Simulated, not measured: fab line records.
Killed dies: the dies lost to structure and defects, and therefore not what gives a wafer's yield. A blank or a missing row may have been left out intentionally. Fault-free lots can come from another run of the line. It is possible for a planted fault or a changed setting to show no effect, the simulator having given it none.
Struck lot and sound lot, side by side    flow sky130    16 steps out of a route of 708
Sound: the wafers L180.2, L180.3, L180.6. Struck: wafer L186.6 (L186.3, L186.5, from the same lot, were not struck and are left out); the cause is given at the end.
Order at every step that has rows: each side's tool, ch and its chambers, its first start. Under that, the readings that differ: sound wafers    struck wafers    difference of the means    sigmas: that difference in standard deviations of wafers without a fault.
alike: same words and numbers on both sides, and readings whose means sit less than 2 such deviations apart. not compared: any withheld reading, any reading some wafer has no value for, any bound like >300 that may hide the same value, and any number with overlapping values for which the record gives no deviation.
Wherever a step has rows on one side only, a row that says differs or no value, or a row with sigmas, the two part there. Numbers that have no deviation but don't overlap get no sigmas and don't part them. A reading missing from all wafers of one side parts the sides only when that side holds two or more wafers.

SKY_VIA2_BOW_MEAS_03:
  sound: film-metro-01 at day 36 02:53; struck: film-metro-03 at day 38 09:46
  alike: VIA2_BOW
then, 8 steps without rows for these wafers: SKY_VIA2_DEHYDRATE_04 (time 60 s); SKY_VIA2_HMDS_05 (prime time 60 s); SKY_VIA2_COAT_06 (resist thk 60 nm); SKY_VIA2_COAT_07 (resist thk 450 nm); SKY_VIA2_SOFTBAKE_08 (time 90 s); SKY_VIA2_EXPOSE_09 (exposes mask VIM2, target cd 200 nm); SKY_VIA2_PEB_10; SKY_VIA2_DEVELOP_11 (develop time 60 s).
SKY_VIA2_CD_MEAS_12: the cd target is 200 nm.
  sound: cd-sem-02 at day 37 05:43; struck: cd-sem-02 at day 39 10:46
  alike: cd-nm
SKY_VIA2_OVL_MEAS_13:
  sound: overlay-02 at day 37 05:50; struck: overlay-01 at day 39 10:51
  alike: VIA2_OVL
SKY_VIA2_ETCH_14: etches BARC in N2/H2, stops on SiO2, time 45.9 s, target depth 60 nm.
  sound on rie-diel-04 ch 0,3, day 37 05:52; struck on rie-diel-04 ch 3, day 39 10:53
reading                sound              struck  difference  sigmas
oes-product-au (a.u.)  0.851 0.853 0.853  0.863   +0.011      +2
  alike: drypump-motor-current-A, h2-flow-sccm, throttle-valve-pct
  not compared: rf-hours-counter-h
SKY_VIA2_ETCH_15: etches SiO2 in C4F8/O2/Ar, stops on TiN, target depth 546 nm, time 84 s.
  sound on rie-diel-04 ch 0,3, day 37 05:54; struck on rie-diel-04 ch 3, day 39 10:55
reading                                      sound              struck  difference  sigmas
model.KrF-thick_of_VIA2_COAT_07.thk-nm (nm)  277 283.8 283.5    228.3   -53.1       
model.TiN_of_METAL2_SPUTTER_04.thk-nm (nm)   69.06 69.47 69.29  60.45   -8.82       
model.VIA2.feature-depth-nm (nm)             493.9 492.7 493.9  505.5   +12.0       
  alike: oes-product-au
  not compared: rf-hours-counter-h
SKY_VIA2_STRIP_16: strips in O2/N2.
  sound on plasma-asher-04 ch 0, day 37 05:58; struck on plasma-asher-03 ch 1, day 39 11:01
reading                       sound              struck  difference  sigmas
oes-product-au (a.u.)         0.393 0.399 0.400  0.375   -0.022      -5
strip-time-to-endpoint-s (s)  3.98 4.05 4.05     3.47    -0.56       -18
  alike: drypump-motor-current-A
  not compared: rf-hours-counter-h
then, 1 step without rows for these wafers: SKY_VIA2_STRIP_17 (strips in post etch residue remover, time 1200 s).
SKY_PAD_OPEN_PROBE_99:
  the record has rows for the sound wafers here (prober-02, day 46 10:55) and none for the struck ones

== WHERE THEY PART ==
First at SKY_VIA2_ETCH_14; last, within this record, at SKY_PAD_OPEN_PROBE_99.

WHY: the cause the simulator had injected
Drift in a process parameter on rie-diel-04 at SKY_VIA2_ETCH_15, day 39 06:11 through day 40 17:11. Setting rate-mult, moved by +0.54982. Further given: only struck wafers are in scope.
